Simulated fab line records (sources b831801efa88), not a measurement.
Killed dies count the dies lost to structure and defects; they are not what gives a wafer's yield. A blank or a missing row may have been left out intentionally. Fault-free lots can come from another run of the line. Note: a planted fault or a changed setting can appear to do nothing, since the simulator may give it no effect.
fab line records | flow sky130
record: lots: 6 | wafers: 18 | last-day: 49
route steps=708 shown VIA1@461 PAD_OPEN@708
lots that met no fault: from a run of the same line without faults
start-h: hours from the record's first day to the start of the lot's first wafer shown | wait-h: hours from the lot's prior step to this one | " as in the row above | L1.1+2: a row that stands for several wafers | - no value present, or no start provided | * or withheld: withheld | < > ~ a bound
route shown NAME@n: names a module that has steps shown in the file, with the first one's number in the route | usual: average and standard deviation across the fault-free wafers | same: alike in all rows | chamber/n: place in a boat | sites: the reading at each site | _std_site: standard deviation of those values | _edge_site: mean of outer sites minus mean of inner sites | radius-mm: for every site, how far away it sits from the centre of the wafer | mask NAME#n: copy n | behind: the tool/chamber that last shaped the wafer | hold: cause of the lot's hold/its duration in hours/its outcome | device: which transistor (n, p or np) failed to switch | end of line: the same wafers' tests at the end of the route | for a step that has no rows: nothing shown but its recipe | killed: not the wafer's yield, but the dies lost to structure and defects at the first sort | map: the dies of a wafer, with x for killed, . for not killed, _ for no die there
set.NAME: the setting that was run; set.NAME@STEP: the one run at that earlier step | model.NAME: the simulator's own value behind a step, which no gauge read
a table for each step, a row for each wafer; lots at some steps of the route
services: a tool's chamber out of use, with start hour (start-h, from the record's first day; less than 0 if before it), hours out, and reason
== steps ==
step: SKY_VIA1_BOW_MEAS_03
recipe: mode: bow
usual: VIA1_BOW: 82/7.6
lot.wafer | tool          | chamber | start-h | wait-h | VIA1_BOW[um]
L371.2    | film-metro-03 | -       | 759.21  | 0.2    | 86
L371.3    | "             | -       | "       | "      | 97
L371.4    | "             | -       | "       | "      | 96
L376.3    | film-metro-02 | -       | 815.21  | 0.2    | 79
L376.5    | "             | -       | "       | "      | 69
L376.6    | "             | -       | "       | "      | 71
L382.1    | film-metro-02 | -       | 846.53  | 0.1    | 75
L382.4    | "             | -       | "       | "      | 77
L382.5    | "             | -       | "       | "      | 83
L383.1    | film-metro-02 | -       | 854.96  | 0.1    | 79
L383.4    | "             | -       | "       | "      | 86
L383.5    | "             | -       | "       | "      | 89
L387.1    | film-metro-01 | -       | 893.82  | 0.1    | 88
L387.2    | "             | -       | "       | "      | 80
L387.4    | "             | -       | "       | "      | 79
L392.1    | film-metro-03 | -       | 919.36  | 0.2    | 77
L392.3    | "             | -       | "       | "      | 74
L392.5    | "             | -       | "       | "      | 84
step: SKY_VIA1_DEHYDRATE_04
recipe: temp-c: 200 | time-s: 60
step: SKY_VIA1_HMDS_05
recipe: prime-time-s: 60 | prime-temp-c: 120
step: SKY_VIA1_COAT_06
recipe: resist: BARC | temp-c: withheld | time-s: withheld | spin-rpm: 3000 | resist-thk-nm: 60
step: SKY_VIA1_COAT_07
recipe: resist: KrF-thick | spin-rpm: 3000 | resist-thk-nm: 450
step: SKY_VIA1_SOFTBAKE_08
recipe: temp-c: 100 | time-s: 90 | resist: KrF-thick
step: SKY_VIA1_EXPOSE_09
recipe: mask-id: VIM | na: 0.8 | source-shape: annular | sigma-inner: 0.55 | sigma-outer: 0.85 | target-cd-nm: 150 | dose-mj: 38
step: SKY_VIA1_PEB_10
recipe: peb-temp-c: withheld | peb-time-s: withheld | resist: KrF-thick
step: SKY_VIA1_DEVELOP_11
recipe: develop-time-s: 60 | resist: KrF-thick | dev-temp-c: 21
step: SKY_VIA1_CD_MEAS_12
recipe: target-cd-nm: 150
usual: cd-nm: 151.1/1.8
lot.wafer | tool      | chamber | start-h | wait-h | cd-nm
L371.2    | cd-sem-01 | -       | 786.19  | -      | 150.5
L371.3    | "         | -       | "       | "      | 151.6
L371.4    | "         | -       | "       | "      | 154.1
L376.3    | cd-sem-01 | -       | 842.21  | -      | 149.2
L376.5    | "         | -       | "       | "      | 150.7
L376.6    | "         | -       | "       | "      | 149.4
L382.1    | cd-sem-01 | -       | 871.96  | -      | 154.3
L382.4    | "         | -       | "       | "      | 153.2
L382.5    | "         | -       | "       | "      | 153.7
L383.1    | cd-sem-02 | -       | 880.66  | -      | 151.9
L383.4    | "         | -       | "       | "      | 150.8
L383.5    | "         | -       | "       | "      | 151.7
L387.1    | cd-sem-01 | -       | 919.57  | -      | 154.1
L387.2    | "         | -       | "       | "      | 153.6
L387.4    | "         | -       | "       | "      | 154.1
L392.1    | cd-sem-02 | -       | 944.06  | -      | 148.5
L392.3    | "         | -       | "       | "      | 148.6
L392.5    | "         | -       | "       | "      | 150.1
step: SKY_VIA1_OVL_MEAS_13
usual: VIA1_OVL: 0/4.6
lot.wafer | tool       | chamber | start-h | wait-h | VIA1_OVL[nm]
L371.2    | overlay-02 | -       | 786.30  | 0.1    | -2
L371.3    | "          | -       | "       | "      | 0
L371.4    | "          | -       | "       | "      | 2
L376.3    | overlay-02 | -       | 842.32  | 0.1    | -5
L376.5    | "          | -       | "       | "      | 1
L376.6    | "          | -       | "       | "      | 0
L382.1    | overlay-01 | -       | 872.08  | 0.1    | 2
L382.4    | "          | -       | "       | "      | 4
L382.5    | "          | -       | "       | "      | 10
L383.1    | overlay-02 | -       | 880.78  | 0.1    | 3
L383.4    | "          | -       | "       | "      | 0
L383.5    | "          | -       | "       | "      | 0
L387.1    | overlay-02 | -       | 919.69  | 0.1    | -3
L387.2    | "          | -       | "       | "      | 1
L387.4    | "          | -       | "       | "      | -2
L392.1    | overlay-02 | -       | 944.18  | 0.1    | 0
L392.3    | "          | -       | "       | "      | -3
L392.5    | "          | -       | "       | "      | -1
step: SKY_VIA1_ETCH_14
recipe: chemistry: N2/H2 | target: BARC | ion-energy-ev: 200 | source-w: 500 | bias-w: 100 | pressure-mtorr: 30 | n2-flow-sccm: 100 | h2-flow-sccm: 200 | stop-on: SiO2 | time-s: 45.9 | target-depth-a: 600
usual: bias-w: 100.0/0.34 | drypump-motor-current-A: 5.8/0.41 | oes-product-au: 0.854/0.0052 | run-length-s: 74.3/0.43 | throttle-valve-pct: 13.225/0.0088
lot.wafer | tool        | chamber | start-h | wait-h | bias-w | drypump-motor-current-A | oes-product-au | rf-hours-counter-h | run-length-s | throttle-valve-pct
L371.2    | rie-diel-01 | 3       | 786.33  | 0.0    | 100.6  | 5.5                     | 0.854          | 29                 | 74.5         | 13.228
L371.3    | "           | 2       | "       | "      | 99.5   | 5.8                     | 0.862          | 8                  | 74.7         | 13.232
L371.4    | "           | 1       | "       | "      | 100.6  | 5.4                     | 0.851          | 15                 | 74.2         | 13.228
L376.3    | rie-diel-02 | 2       | 842.35  | 0.0    | 100.0  | 6.6                     | 0.852          | 27                 | 74.2         | 13.220
L376.5    | "           | 2       | "       | "      | 99.7   | 6.5                     | 0.854          | -                  | 74.0         | 13.244
L376.6    | "           | 3       | "       | "      | 100.0  | 5.8                     | 0.854          | -                  | 74.4         | 13.234
L382.1    | rie-diel-02 | 3       | 872.11  | 0.0    | 100.6  | 5.8                     | 0.851          | 2                  | 73.7         | 13.232
L382.4    | "           | 1       | "       | "      | 100.0  | 5.2                     | 0.856          | 8                  | 74.7         | 13.227
L382.5    | "           | 3       | "       | "      | 100.0  | 5.8                     | 0.852          | -                  | 74.4         | 13.229
L383.1    | rie-diel-02 | 2       | 880.82  | 0.0    | 99.8   | 6.5                     | 0.853          | 28                 | 73.8         | 13.227
L383.4    | "           | 1       | "       | "      | 99.7   | 5.2                     | 0.860          | 9                  | 74.4         | 13.236
L383.5    | "           | 2       | "       | "      | 99.7   | 6.5                     | 0.853          | -                  | 74.0         | 13.236
L387.1    | rie-diel-04 | 1       | 919.73  | 0.0    | 99.5   | 5.7                     | 0.855          | 6                  | 74.6         | 13.222
L387.2    | "           | 0       | "       | "      | 99.9   | 5.6                     | 0.850          | 16                 | 74.6         | 13.224
L387.4    | "           | 2       | "       | "      | 100.4  | 6.6                     | 0.857          | 3                  | 74.1         | 13.216
L392.1    | rie-diel-04 | 2       | 944.21  | 0.0    | 100.4  | 6.7                     | 0.850          | 4                  | 73.9         | 13.236
L392.3    | "           | 3       | "       | "      | 99.6   | 5.8                     | 0.857          | 14                 | 74.8         | 13.241
L392.5    | "           | 0       | "       | "      | 99.8   | 5.7                     | 0.850          | -                  | 74.2         | 13.237
step: SKY_VIA1_ETCH_15
recipe: target: SiO2 | chemistry: C4F8/O2/Ar | target-depth-nm: 351 | stop-on: TiN | mask-material: KrF-thick | source-w: 1500 | bias-w: 1200 | pressure-mtorr: 40 | c4f8-flow-sccm: withheld | O2_flow_sccm: 6 | Ar_flow_sccm: 300 | time-s: 54
usual: bias-w: 1200/3.5 | oes-product-au: 0.979/0.0061 | run-length-s: 82.4/0.37
lot.wafer | tool        | chamber | start-h | wait-h | bias-w | oes-product-au | rf-hours-counter-h | run-length-s | model.TiN_of_METAL1_SPUTTER_04.thk-nm
L371.2    | rie-diel-01 | 3       | 786.37  | 0.0    | 1197   | 0.977          | 29                 | 82.5         | 70.28
L371.3    | "           | 2       | "       | "      | 1196   | 0.966          | 8                  | 82.6         | 70.18
L371.4    | "           | 1       | "       | "      | 1199   | 0.973          | 15                 | 82.3         | 70.26
L376.3    | rie-diel-02 | 2       | 842.39  | 0.0    | 1201   | 0.976          | 27                 | 81.8         | 70.09
L376.5    | "           | 2       | "       | "      | 1204   | 0.988          | -                  | 82.6         | 69.26
L376.6    | "           | 3       | "       | "      | 1204   | 0.979          | -                  | 82.0         | 70.77
L382.1    | rie-diel-02 | 3       | 872.15  | 0.0    | 1198   | 0.975          | 2                  | 81.9         | 70.15
L382.4    | "           | 1       | "       | "      | 1200   | 0.959          | 8                  | 84.3         | 68.26
L382.5    | "           | 3       | "       | "      | 1199   | 0.972          | -                  | 82.5         | 69.83
L383.1    | rie-diel-02 | 2       | 880.86  | 0.0    | 1196   | 0.985          | 28                 | 82.2         | 69.99
L383.4    | "           | 1       | "       | "      | 1198   | 0.966          | 9                  | 84.5         | 68.61
L383.5    | "           | 2       | "       | "      | 1192   | 0.981          | -                  | 82.3         | 69.23
L387.1    | rie-diel-04 | 1       | 919.77  | 0.0    | 1204   | 0.975          | 6                  | 82.7         | 70.53
L387.2    | "           | 0       | "       | "      | 1205   | 0.985          | 16                 | 82.2         | 70.36
L387.4    | "           | 2       | "       | "      | 1201   | 0.974          | 3                  | 81.8         | 70.13
L392.1    | rie-diel-04 | 2       | 944.25  | 0.0    | 1201   | 0.986          | 4                  | 81.9         | 69.68
L392.3    | "           | 3       | "       | "      | 1201   | 0.979          | 14                 | 82.4         | 69.84
L392.5    | "           | 0       | "       | "      | 1196   | 0.989          | -                  | 82.7         | 69.65
step: SKY_VIA1_STRIP_16
recipe: chemistry: O2/N2 | power-w: 1400 | pressure-mtorr: 1500 | platen-temp-c: withheld | o2-flow-sccm: 3000 | n2-flow-sccm: 300 | overash-fraction: 0.5
usual: drypump-motor-current-A: 5.7/0.74 | oes-product-au: 0.417/0.0045 | strip-time-to-endpoint-s: 4.476/0.022
lot.wafer | tool            | chamber | start-h | wait-h | drypump-motor-current-A | oes-product-au | rf-hours-counter-h | strip-time-to-endpoint-s
L371.2    | plasma-asher-04 | 0       | 786.42  | 0.0    | 6.6                     | 0.424          | 97                 | 4.484
L371.3    | "               | 1       | "       | "      | 6.6                     | 0.417          | -                  | 4.491
L371.4    | "               | 0       | "       | "      | 6.6                     | 0.422          | -                  | 4.476
L376.3    | plasma-asher-01 | 0       | 842.47  | 0.1    | 4.7                     | 0.410          | -                  | 4.446
L376.5    | "               | 1       | "       | "      | 6.3                     | 0.421          | -                  | 4.448
L376.6    | "               | 0       | "       | "      | 4.7                     | 0.420          | -                  | 4.468
L382.1    | plasma-asher-04 | 0       | 872.20  | 0.0    | 6.6                     | 0.421          | 105                | 4.509
L382.4    | "               | 0       | "       | "      | 6.6                     | 0.415          | -                  | 4.460
L382.5    | "               | 0       | "       | "      | 6.6                     | 0.418          | -                  | 4.503
L383.1    | plasma-asher-01 | 1       | 880.91  | 0.0    | 6.3                     | 0.413          | 75                 | 4.441
L383.4    | "               | 0       | "       | "      | 4.6                     | 0.422          | -                  | 4.460
L383.5    | "               | 0       | "       | "      | 4.7                     | 0.413          | -                  | 4.453
L387.1    | plasma-asher-03 | 1       | 919.82  | 0.0    | 5.9                     | 0.411          | 18                 | 4.466
L387.2    | "               | 0       | "       | "      | 4.9                     | 0.412          | 18                 | 4.491
L387.4    | "               | 1       | "       | "      | 6.0                     | 0.422          | -                  | 4.487
L392.1    | plasma-asher-03 | 1       | 944.30  | 0.0    | 6.0                     | 0.422          | 20                 | 4.503
L392.3    | "               | 1       | "       | "      | 6.0                     | 0.420          | -                  | 4.481
L392.5    | "               | 1       | "       | "      | 6.0                     | 0.405          | -                  | 4.442
step: SKY_PAD_OPEN_PROBE_99
usual: defect-limited-yield: 82.5/1.9 | killed_at_M0_to_M3: 43/6.7 | killed_at_M4_up: 3.2/1.9 | killed-at-contacts: 24/5.9 | killed-at-front-end: 15/4.1 | killed-at-other: 0.3/0.56 | killed-dies: 86/9.5 | killed-open: 47/7.4 | killed-short: 39/5.5 | sort_bin_3_pad_short: 0.8/0.4 | sort_bin_5_function: 10.4/1.4 | sort_bin_6_memory: 6.2/1.2 | sort-n-pass: 406/9.5 | sort-yield-pct: 82.5/1.9
same: gross-dies: 492 | killed-at-back-side: 0 | sort_bin_4_leakage[%]: 0 | sort_bin_8_speed[%]: 0
lot.wafer | tool      | chamber | start-h | wait-h | defect-limited-yield[%] | killed_at_M0_to_M3 | killed_at_M4_up | killed-at-contacts | killed-at-front-end | killed-at-other | killed-dies | killed-open | killed-short | sort_bin_3_pad_short[%] | sort_bin_5_function[%] | sort_bin_6_memory[%] | sort-n-pass | sort-yield-pct[%]
L371.2    | prober-01 | -       | 1070.57 | 0.1    | 79.7                    | 42                 | 3               | 40                 | 15                  | 0               | 100         | 58          | 42           | 1.2                     | 10.8                   | 8.3                  | 392         | 79.7
L371.3    | prober-01 | -       | 1070.62 | 0.2    | 82.1                    | 42                 | 5               | 28                 | 13                  | 0               | 88          | 48          | 40           | 0.8                     | 10.8                   | 6.3                  | 404         | 82.1
L371.4    | prober-01 | -       | 1070.67 | 0.2    | 82.5                    | 49                 | 0               | 30                 | 7                   | 0               | 86          | 47          | 39           | 0.8                     | 10.8                   | 5.9                  | 406         | 82.5
L376.3    | prober-02 | -       | 1117.67 | 0.2    | 80.5                    | 52                 | 1               | 27                 | 14                  | 2               | 96          | 55          | 41           | 1.8                     | 11.4                   | 6.3                  | 396         | 80.5
L376.5    | prober-02 | -       | 1117.77 | 0.2    | 83.7                    | 39                 | 4               | 25                 | 12                  | 0               | 80          | 37          | 43           | 0.4                     | 9.3                    | 6.5                  | 412         | 83.7
L376.6    | prober-02 | -       | 1117.82 | 0.2    | 81.5                    | 49                 | 2               | 24                 | 16                  | 0               | 91          | 52          | 39           | 0.8                     | 12.2                   | 5.5                  | 401         | 81.5
L382.1    | prober-02 | -       | 1136.65 | 0.1    | 82.1                    | 32                 | 0               | 30                 | 26                  | 0               | 88          | 54          | 34           | 0.6                     | 11.6                   | 5.7                  | 404         | 82.1
L382.4    | prober-02 | -       | 1136.80 | 0.2    | 83.1                    | 31                 | 6               | 30                 | 16                  | 0               | 83          | 45          | 38           | 0.6                     | 10.8                   | 5.5                  | 409         | 83.1
L382.5    | prober-02 | -       | 1136.85 | 0.2    | 85.2                    | 32                 | 1               | 24                 | 16                  | 0               | 73          | 37          | 36           | 0.6                     | 9.8                    | 4.5                  | 419         | 85.2
L383.1    | prober-01 | -       | 1143.88 | 0.1    | 85.2                    | 39                 | 4               | 19                 | 11                  | 0               | 73          | 36          | 37           | 0.6                     | 8.9                    | 5.3                  | 419         | 85.2
L383.4    | prober-01 | -       | 1144.03 | 0.2    | 83.1                    | 36                 | 1               | 34                 | 12                  | 0               | 83          | 40          | 43           | 0.4                     | 10.6                   | 5.9                  | 409         | 83.1
L383.5    | prober-01 | -       | 1144.08 | 0.2    | 83.1                    | 45                 | 5               | 22                 | 11                  | 0               | 83          | 47          | 36           | 0.4                     | 11.2                   | 5.3                  | 409         | 83.1
L387.1    | prober-01 | -       | 1170.68 | 0.1    | 83.3                    | 42                 | 4               | 15                 | 20                  | 1               | 82          | 45          | 37           | 1.4                     | 11.6                   | 3.7                  | 410         | 83.3
L387.2    | prober-01 | -       | 1170.73 | 0.1    | 79.9                    | 60                 | 2               | 22                 | 13                  | 2               | 99          | 53          | 46           | 1.8                     | 11.6                   | 6.7                  | 393         | 79.9
L387.4    | prober-01 | -       | 1170.83 | 0.2    | 81.7                    | 49                 | 0               | 22                 | 18                  | 1               | 90          | 49          | 41           | 0.8                     | 10.0                   | 7.5                  | 402         | 81.7
L392.1    | prober-02 | -       | 1186.87 | 0.1    | 83.9                    | 46                 | 1               | 22                 | 10                  | 0               | 79          | 40          | 39           | 0.2                     | 10.0                   | 5.9                  | 413         | 83.9
L392.3    | prober-02 | -       | 1186.97 | 0.2    | 83.5                    | 47                 | 1               | 22                 | 10                  | 1               | 81          | 44          | 37           | 0.6                     | 10.6                   | 5.3                  | 411         | 83.5
L392.5    | prober-02 | -       | 1187.07 | 0.2    | 81.1                    | 46                 | 2               | 32                 | 12                  | 1               | 93          | 48          | 45           | 1.6                     | 10.6                   | 6.7                  | 399         | 81.1
killed by level:class
L371.2 CONTACT:geometric-particle:open=18 METAL1:geometric-particle:short=8 LI_CONTACT:geometric-particle:open=7 CONTACT:geometric-particle:short=7 VIA1:geometric-particle:open=7 VIA2:geometric-particle:open=6 FIELD_ISO:geometric-particle:open=5 METAL2:geometric-particle:short=5
L371.3 CONTACT:geometric-particle:open=14 VIA2:geometric-particle:open=8 LI_CONTACT:geometric-particle:open=7 VIA1:geometric-particle:short=6 VIA1:geometric-particle:open=6 LI_CONTACT:geometric-particle:short=5 METAL2:geometric-particle:short=5 METAL4:geometric-particle:short=5
L371.4 CONTACT:geometric-particle:open=15 VIA1:geometric-particle:short=9 VIA1:geometric-particle:open=8 VIA2:geometric-particle:open=7 LI_CONTACT:geometric-particle:open=6 VIA3:geometric-particle:open=6 METAL1:geometric-particle:short=5 CONTACT:geometric-particle:short=5
L376.3 VIA1:geometric-particle:open=14 CONTACT:geometric-particle:open=12 VIA2:geometric-particle:open=7 LI_CONTACT:geometric-particle:open=6 METAL1:geometric-particle:short=6 CONTACT:geometric-particle:short=5 METAL2:geometric-particle:short=5 VIA1:geometric-particle:short=4
L376.5 CONTACT:geometric-particle:short=8 METAL2:geometric-particle:short=8 VIA2:geometric-particle:open=7 VIA1:geometric-particle:open=7 LI_CONTACT:geometric-particle:open=6 LOCAL_INTERCONNECT:geometric-particle:short=5 CONTACT:geometric-particle:open=5 VIA3:geometric-particle:open=5
L376.6 CONTACT:geometric-particle:open=11 VIA1:geometric-particle:open=10 VIA3:geometric-particle:open=9 METAL1:geometric-particle:short=8 FIELD_ISO:geometric-particle:short=5 LOCAL_INTERCONNECT:geometric-particle:short=5 VIA1:geometric-particle:short=5 VIA2:geometric-particle:open=5
L382.1 CONTACT:geometric-particle:open=15 FIELD_ISO:geometric-particle:short=10 FIELD_ISO:geometric-particle:open=9 VIA1:geometric-particle:open=6 LI_CONTACT:geometric-particle:open=6 METAL1:geometric-particle:short=5 VIA3:geometric-particle:open=5 POLY_GATE:geometric-particle:open=4
L382.4 CONTACT:geometric-particle:open=13 METAL1:geometric-particle:short=10 FIELD_ISO:geometric-particle:open=7 VIA3:geometric-particle:open=6 FIELD_ISO:geometric-particle:short=5 LI_CONTACT:geometric-particle:open=5 LOCAL_INTERCONNECT:geometric-particle:short=5 VIA2:geometric-particle:open=4
L382.5 CONTACT:geometric-particle:open=10 VIA3:geometric-particle:open=8 FIELD_ISO:geometric-particle:short=5 FIELD_ISO:geometric-particle:open=4 LI_CONTACT:geometric-particle:short=4 VIA1:geometric-particle:short=4 VIA2:geometric-particle:short=4 VIA3:geometric-particle:short=4
L383.1 CONTACT:geometric-particle:open=8 METAL2:geometric-particle:short=7 VIA3:geometric-particle:open=7 METAL1:geometric-particle:short=6 LOCAL_INTERCONNECT:geometric-particle:short=5 VIA2:geometric-particle:open=5 FIELD_ISO:geometric-particle:open=4 VIA3:geometric-particle:short=4
L383.4 CONTACT:geometric-particle:open=10 CONTACT:geometric-particle:short=9 FIELD_ISO:geometric-particle:open=6 LOCAL_INTERCONNECT:geometric-particle:short=6 METAL2:geometric-particle:short=6 VIA2:geometric-particle:open=6 LI_CONTACT:geometric-particle:short=5 VIA1:geometric-particle:short=4
L383.5 CONTACT:geometric-particle:open=10 VIA2:geometric-particle:open=9 LI_CONTACT:geometric-particle:open=7 VIA3:geometric-particle:open=7 VIA1:geometric-particle:open=7 METAL2:geometric-particle:short=7 LOCAL_INTERCONNECT:geometric-particle:short=4 METAL4:geometric-particle:short=4
L387.1 VIA1:geometric-particle:open=12 POLY_GATE:geometric-particle:short=7 VIA2:geometric-particle:open=7 CONTACT:geometric-particle:open=6 METAL1:geometric-particle:short=5 CONTACT:geometric-particle:short=5 POLY_GATE:geometric-particle:open=4 VIA1:geometric-particle:short=4
L387.2 VIA1:geometric-particle:open=11 LI_CONTACT:geometric-particle:open=9 VIA3:geometric-particle:open=9 METAL3:geometric-particle:short=9 METAL1:geometric-particle:short=7 CONTACT:geometric-particle:open=6 VIA2:geometric-particle:open=6 VIA1:geometric-particle:short=5
L387.4 VIA2:geometric-particle:open=9 CONTACT:geometric-particle:open=9 POLY_GATE:geometric-particle:short=7 LI_CONTACT:geometric-particle:open=6 METAL1:geometric-particle:short=6 METAL2:geometric-particle:short=6 VIA3:geometric-particle:open=5 VIA1:geometric-particle:open=5
L392.1 VIA2:geometric-particle:short=8 LI_CONTACT:geometric-particle:open=8 METAL1:geometric-particle:short=8 VIA2:geometric-particle:open=7 CONTACT:geometric-particle:open=6 VIA1:geometric-particle:short=5 VIA1:geometric-particle:open=5 VIA3:geometric-particle:open=5
L392.3 VIA1:geometric-particle:open=10 VIA3:geometric-particle:open=10 CONTACT:geometric-particle:open=6 LI_CONTACT:geometric-particle:open=5 METAL1:geometric-particle:short=5 VIA1:geometric-particle:short=5 FIELD_ISO:geometric-particle:short=4 METAL2:geometric-particle:short=4
L392.5 LI_CONTACT:geometric-particle:open=11 METAL1:geometric-particle:short=8 VIA2:geometric-particle:open=8 CONTACT:geometric-particle:short=7 VIA1:geometric-particle:open=7 CONTACT:geometric-particle:open=6 POLY_GATE:geometric-particle:short=5 METAL3:geometric-particle:short=5
== services ==
tool            | chamber | start-h | hours | kind
rie-diel-02     | 3       | 791.59  | -     | clean
rie-diel-04     | 2       | 792.12  | -     | clean
rie-diel-04     | 2       | 792.12  | 20.8  | scheduled-down
rie-diel-04     | 2       | 792.12  | 20.8  | vent-cycle
plasma-asher-03 | -       | 805.87  | 1.7   | repair
rie-diel-04     | 0       | 817.50  | 3.2   | repair
rie-diel-01     | 3       | 823.16  | -     | clean
rie-diel-01     | 3       | 823.16  | 22.5  | scheduled-down
rie-diel-01     | 3       | 823.16  | 22.5  | vent-cycle
rie-diel-01     | 0       | 824.04  | 4.0   | repair
rie-diel-04     | -       | 846.25  | 0.6   | repair
rie-diel-04     | -       | 879.15  | 1.1   | repair
rie-diel-02     | 2       | 895.93  | -     | clean
rie-diel-02     | 2       | 895.93  | 20.8  | scheduled-down
rie-diel-02     | 2       | 895.93  | 20.8  | vent-cycle
plasma-asher-04 | -       | 896.18  | 2.8   | pm
plasma-asher-04 | -       | 904.44  | 11.5  | repair
rie-diel-02     | 1       | 924.99  | 16.3  | repair
== key ==
first-sign: step: SKY_VIA1_ETCH_15 | reading: run-length-s | direction: up | sigmas: 5.5 | usual: * | struck: *
effect none on later readings
model-effect: step: SKY_VIA1_ETCH_15 | value: TiN_of_METAL1_SPUTTER_04.thk-nm | without: 68.81 | struck: 68.44
met-at SKY_VIA1_ETCH_15
struck-wafers L382.4,L383.4
onset-between 842.39 872.15
fault: kind: process-parameter-drift | tool: rie-diel-02 | chamber: - | onset-h: 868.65 | steps: SKY_VIA1_ETCH_15 | channel: time-s | offset: * | shape: step | end-h: 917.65 | scope: struck-wafers-only | acts-in: * | stated: *
